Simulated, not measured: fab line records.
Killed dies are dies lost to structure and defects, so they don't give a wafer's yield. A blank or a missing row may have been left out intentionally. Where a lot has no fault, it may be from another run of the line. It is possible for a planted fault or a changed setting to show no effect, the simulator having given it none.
A sampling plan put to the test | flow sky130 | one fab line, 28 faults that these records tell of, each judged on the records of the lots that it struck
The plan consists of the line's own looks: route steps at which the wafer is read by a gauge or an inspection but not changed. A look can be judged if struck wafers have a number there and the file gives its usual mean and standard deviation on fault-free wafers. Caught: a look later than the fault's first step finds the struck wafers' mean 4 or more of those standard deviations (sigma) from the usual mean. On the tool: here the same test is run on the tool's own readings at the fault's steps. Also counted as caught: the struck wafers showing another recipe, or a record that is empty for them alone.

## THE FAULTS, as the simulator had put them in
1. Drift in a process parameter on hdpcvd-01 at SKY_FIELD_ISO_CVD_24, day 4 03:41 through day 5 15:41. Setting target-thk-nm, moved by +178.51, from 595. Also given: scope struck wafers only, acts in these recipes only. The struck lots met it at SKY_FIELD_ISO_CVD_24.
2. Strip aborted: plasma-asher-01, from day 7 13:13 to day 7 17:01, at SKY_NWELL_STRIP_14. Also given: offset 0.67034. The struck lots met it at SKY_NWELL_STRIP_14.
3. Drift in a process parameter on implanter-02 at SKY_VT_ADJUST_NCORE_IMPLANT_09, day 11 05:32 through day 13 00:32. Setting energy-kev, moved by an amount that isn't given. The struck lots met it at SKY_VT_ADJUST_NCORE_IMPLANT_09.
4. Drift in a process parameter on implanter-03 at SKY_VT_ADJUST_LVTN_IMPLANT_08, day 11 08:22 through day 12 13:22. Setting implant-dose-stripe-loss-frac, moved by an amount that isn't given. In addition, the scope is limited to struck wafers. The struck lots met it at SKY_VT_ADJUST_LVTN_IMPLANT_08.
5. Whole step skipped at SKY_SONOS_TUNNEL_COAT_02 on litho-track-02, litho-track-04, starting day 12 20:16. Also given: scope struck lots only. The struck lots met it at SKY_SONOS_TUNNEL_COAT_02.
6. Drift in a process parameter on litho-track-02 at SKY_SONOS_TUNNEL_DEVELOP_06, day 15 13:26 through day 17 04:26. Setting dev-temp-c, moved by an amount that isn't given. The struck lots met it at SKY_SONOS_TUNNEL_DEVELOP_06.
7. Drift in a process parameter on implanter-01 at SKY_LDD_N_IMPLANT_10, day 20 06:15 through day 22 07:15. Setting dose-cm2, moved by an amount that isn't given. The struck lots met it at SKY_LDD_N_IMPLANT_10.
8. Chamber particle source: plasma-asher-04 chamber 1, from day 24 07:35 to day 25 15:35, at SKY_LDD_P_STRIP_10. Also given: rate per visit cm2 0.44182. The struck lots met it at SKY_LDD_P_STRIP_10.
9. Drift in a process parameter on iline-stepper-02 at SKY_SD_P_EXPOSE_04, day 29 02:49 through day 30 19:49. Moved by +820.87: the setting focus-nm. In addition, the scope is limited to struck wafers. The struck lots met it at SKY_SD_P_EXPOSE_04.
10. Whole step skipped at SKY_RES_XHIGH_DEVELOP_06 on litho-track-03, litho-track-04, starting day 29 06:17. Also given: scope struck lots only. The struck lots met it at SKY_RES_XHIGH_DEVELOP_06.
11. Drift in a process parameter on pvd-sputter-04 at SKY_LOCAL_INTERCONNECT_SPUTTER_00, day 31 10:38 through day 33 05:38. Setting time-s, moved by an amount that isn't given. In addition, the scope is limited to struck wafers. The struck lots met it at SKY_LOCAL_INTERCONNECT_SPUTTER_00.
12. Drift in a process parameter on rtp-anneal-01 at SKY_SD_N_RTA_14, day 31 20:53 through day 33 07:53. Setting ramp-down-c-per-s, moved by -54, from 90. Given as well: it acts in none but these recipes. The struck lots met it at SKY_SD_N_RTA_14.
13. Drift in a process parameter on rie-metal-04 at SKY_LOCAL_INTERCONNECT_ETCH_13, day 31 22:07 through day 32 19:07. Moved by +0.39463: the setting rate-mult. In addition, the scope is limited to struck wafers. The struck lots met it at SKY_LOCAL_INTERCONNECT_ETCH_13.
14. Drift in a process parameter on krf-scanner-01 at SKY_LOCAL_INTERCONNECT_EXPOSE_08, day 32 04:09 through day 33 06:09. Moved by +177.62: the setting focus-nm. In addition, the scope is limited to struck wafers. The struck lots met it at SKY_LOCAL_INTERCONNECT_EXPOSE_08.
15. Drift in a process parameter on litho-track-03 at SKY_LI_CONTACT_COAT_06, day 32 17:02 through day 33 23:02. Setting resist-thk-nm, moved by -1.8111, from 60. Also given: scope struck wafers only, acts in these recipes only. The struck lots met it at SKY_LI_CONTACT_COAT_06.
16. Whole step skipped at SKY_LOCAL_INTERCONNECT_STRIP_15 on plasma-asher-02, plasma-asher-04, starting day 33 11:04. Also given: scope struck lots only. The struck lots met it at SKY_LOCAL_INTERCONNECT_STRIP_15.
17. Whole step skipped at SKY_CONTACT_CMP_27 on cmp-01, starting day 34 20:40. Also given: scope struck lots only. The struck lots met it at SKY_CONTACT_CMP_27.
18. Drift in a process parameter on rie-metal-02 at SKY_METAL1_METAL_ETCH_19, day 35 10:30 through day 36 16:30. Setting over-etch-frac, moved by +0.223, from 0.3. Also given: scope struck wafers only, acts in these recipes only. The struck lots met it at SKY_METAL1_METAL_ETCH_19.
19. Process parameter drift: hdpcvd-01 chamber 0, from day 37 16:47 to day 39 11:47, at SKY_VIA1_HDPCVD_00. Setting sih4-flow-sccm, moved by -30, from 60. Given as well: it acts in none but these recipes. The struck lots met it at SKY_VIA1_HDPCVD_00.
20. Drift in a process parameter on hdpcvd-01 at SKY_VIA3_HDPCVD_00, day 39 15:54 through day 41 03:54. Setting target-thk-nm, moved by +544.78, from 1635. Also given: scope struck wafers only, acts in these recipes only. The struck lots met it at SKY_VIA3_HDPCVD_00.
21. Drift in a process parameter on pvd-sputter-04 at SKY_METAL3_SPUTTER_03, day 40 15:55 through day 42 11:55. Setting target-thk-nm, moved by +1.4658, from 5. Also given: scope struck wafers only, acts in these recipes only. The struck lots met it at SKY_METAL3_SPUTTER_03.
22. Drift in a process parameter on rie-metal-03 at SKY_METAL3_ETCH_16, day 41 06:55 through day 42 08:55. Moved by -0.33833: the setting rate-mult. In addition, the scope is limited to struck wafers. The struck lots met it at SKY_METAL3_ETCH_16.
23. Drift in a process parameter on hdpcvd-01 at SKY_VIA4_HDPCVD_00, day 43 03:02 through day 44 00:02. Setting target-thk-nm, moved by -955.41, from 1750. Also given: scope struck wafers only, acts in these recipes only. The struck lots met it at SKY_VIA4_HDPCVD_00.
24. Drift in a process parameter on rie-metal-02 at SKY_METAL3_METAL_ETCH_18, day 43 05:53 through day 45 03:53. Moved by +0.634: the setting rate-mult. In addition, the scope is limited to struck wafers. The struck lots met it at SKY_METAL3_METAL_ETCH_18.
25. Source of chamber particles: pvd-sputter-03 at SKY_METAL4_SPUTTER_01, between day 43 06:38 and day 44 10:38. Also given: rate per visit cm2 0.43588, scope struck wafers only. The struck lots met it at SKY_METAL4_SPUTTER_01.
26. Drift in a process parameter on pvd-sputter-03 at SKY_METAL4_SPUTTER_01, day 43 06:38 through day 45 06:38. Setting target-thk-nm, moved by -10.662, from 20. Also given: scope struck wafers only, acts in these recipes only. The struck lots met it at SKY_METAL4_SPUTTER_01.
27. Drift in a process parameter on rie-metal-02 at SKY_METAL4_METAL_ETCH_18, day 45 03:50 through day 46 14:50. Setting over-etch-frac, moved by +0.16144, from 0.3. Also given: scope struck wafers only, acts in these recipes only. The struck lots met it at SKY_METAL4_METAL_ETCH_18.
28. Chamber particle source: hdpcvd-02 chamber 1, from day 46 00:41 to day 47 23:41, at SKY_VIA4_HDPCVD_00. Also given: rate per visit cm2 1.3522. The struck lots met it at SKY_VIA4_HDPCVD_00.

## WHAT THE PLAN SAW
fault | on the tool itself                               | first look that catches it                      | reading, sigma                                        | median hours from its first step to that look | hours from the fault's start to the first struck lot there | judged looks passed uncaught
1     | no reading that can be judged                    | SKY_FIELD_ISO_THK_MEAS_25                       | FIELD_ISO_CVD_24_THK +28                              | 0.1                                           | 3                                                          | 0
2     | oes-product-au +47 sigma                         | SKY_NWELL_TW_MEAS_26                            | NWELL_2_TW -99 or beyond                              | 20.0                                          | 24                                                         | 0
3     | beam-energy-keV +99 or beyond sigma              | SKY_VT_ADJUST_NCORE_TW_MEAS_11                  | VT_ADJUST_NCORE_TW +6.3                               | 0.2                                           | 2                                                          | 0
4     | under 2 sigma                                    | SKY_VT_ADJUST_LVTN_TW_MEAS_10                   | VT_ADJUST_LVTN_TW -6.2                                | 0.2                                           | 10                                                         | 0
5     | the tool's record is blank for the struck wafers | no look after it can be judged                  | -                                                     | -                                             | -                                                          | 0
6     | developer-temp-C -24 sigma                       | none of the 3 looks that can be judged after it | strongest: cd-nm at SKY_SONOS_TUNNEL_CD_MEAS_07, +2.8 | -                                             | -                                                          | 3
7     | dose-ions-cm2 +99 or beyond sigma                | SKY_LDD_N_TW_MEAS_17                            | LDD_N_TW +10                                          | 1.0                                           | 23                                                         | 0
8     | under 2 sigma                                    | not the one look that can be judged after it    | -                                                     | -                                             | -                                                          | 1
9     | under 2 sigma                                    | SKY_SD_P_CD_MEAS_07                             | cd-nm -8.4                                            | 13.3                                          | 26                                                         | 0
10    | the tool's record is blank for the struck wafers | SKY_RES_XHIGH_TW_MEAS_09                        | RES_XHIGH_TW -99 or beyond                            | 0.4                                           | 4                                                          | 0
11    | under 2 sigma                                    | SKY_LOCAL_INTERCONNECT_RS_MEAS_01               | LOCAL_INTERCONNECT_TIN_RS -29                         | 0.1                                           | 1                                                          | 0
12    | ramp-down-c-per-s -99 or beyond sigma            | no look after it can be judged                  | -                                                     | -                                             | -                                                          | 0
13    | under 2 sigma                                    | no look after it can be judged                  | -                                                     | -                                             | -                                                          | 0
14    | under 2 sigma                                    | SKY_LOCAL_INTERCONNECT_CD_MEAS_11               | cd-nm -11                                             | 12.8                                          | 16                                                         | 0
15    | no reading that can be judged                    | no look after it can be judged                  | -                                                     | -                                             | -                                                          | 0
16    | the tool's record is blank for the struck wafers | no look after it can be judged                  | -                                                     | -                                             | -                                                          | 0
17    | the tool's record is blank for the struck wafers | no look after it can be judged                  | -                                                     | -                                             | -                                                          | 0
18    | oes-product-au -11 sigma                         | not the one look that can be judged after it    | -                                                     | -                                             | -                                                          | 1
19    | sih4-flow-sccm -99 or beyond sigma               | SKY_VIA1_THK_MEAS_01                            | VIA1_HDPCVD_THK -48                                   | 0.1                                           | 35                                                         | 0
20    | under 2 sigma                                    | SKY_VIA3_THK_MEAS_01                            | VIA3_HDPCVD_THK +23                                   | 0.1                                           | 7                                                          | 0
21    | under 2 sigma                                    | no look after it can be judged                  | -                                                     | -                                             | -                                                          | 0
22    | only faintly: oes-product-au -2.2 sigma          | not the one look that can be judged after it    | -                                                     | -                                             | -                                                          | 1
23    | under 2 sigma                                    | SKY_VIA4_THK_MEAS_01                            | VIA4_HDPCVD_THK -52                                   | 0.2                                           | 17                                                         | 0
24    | only faintly: drypump-motor-current-A -2.0 sigma | no look after it can be judged                  | -                                                     | -                                             | -                                                          | 0
25    | under 2 sigma                                    | no look after it can be judged                  | -                                                     | -                                             | -                                                          | 0
26    | under 2 sigma                                    | no look after it can be judged                  | -                                                     | -                                             | -                                                          | 0
27    | oes-product-au -7.9 sigma                        | no look after it can be judged                  | -                                                     | -                                             | -                                                          | 0
28    | under 2 sigma                                    | no look after it can be judged                  | -                                                     | -                                             | -                                                          | 0
A dash: the fault is not caught, or the number is missing from these records.

Caught at a look: 12 of 28. Caught on the tool: 12 of 28. By one or the other: 19 of 28.
On the tool alone, faults 5, 6, 12, 16, 17, 18, 27 were caught.
Caught at a look alone: faults 1, 4, 9, 11, 14, 20, 23.
Caught by neither: faults 8, 13, 15, 21, 22, 24, 25, 26, 28.

## THINNER SAMPLING
If the look that catches a fault measured only every second or every third lot, by lot number, the first struck lot would be measured this late in the worst case:
fault | struck lots at that look, in order of time | every lot | every second lot | every third lot
1     | L437, L439, L442                           | 3 h       | 27 h             | may miss all 3
2     | L544                                       | 24 h      | may miss it      | may miss it
3     | L936, L937, L938                           | 2 h       | 10 h             | 20 h
4     | L918, L920                                 | 10 h      | may miss all 2   | may miss all 2
7     | L930, L933                                 | 23 h      | 48 h             | may miss all 2
9     | L983, L985                                 | 26 h      | may miss all 2   | may miss all 2
10    | L601, L602                                 | 4 h       | 17 h             | may miss all 2
11    | L253, L256                                 | 1 h       | 23 h             | may miss all 2
14    | L483, L484                                 | 16 h      | 30 h             | may miss all 2
19    | L578                                       | 35 h      | may miss it      | may miss it
20    | L199, L201                                 | 7 h       | may miss all 2   | may miss all 2
23    | L997, L998                                 | 17 h      | 20 h             | may miss all 2
Hours count from the start of the fault until the first struck lot that is measured. Since the struck wafers were tested as one group against 4 sigma, a single lot by itself may lie under the limit. Other struck lots may not be in these records.

## THE LONGEST TIMED WAY FROM STEP TO LOOK
In fault 2, a median of 20.0 hours elapses between SKY_NWELL_STRIP_14 and SKY_NWELL_TW_MEAS_26. No look between them can be judged.
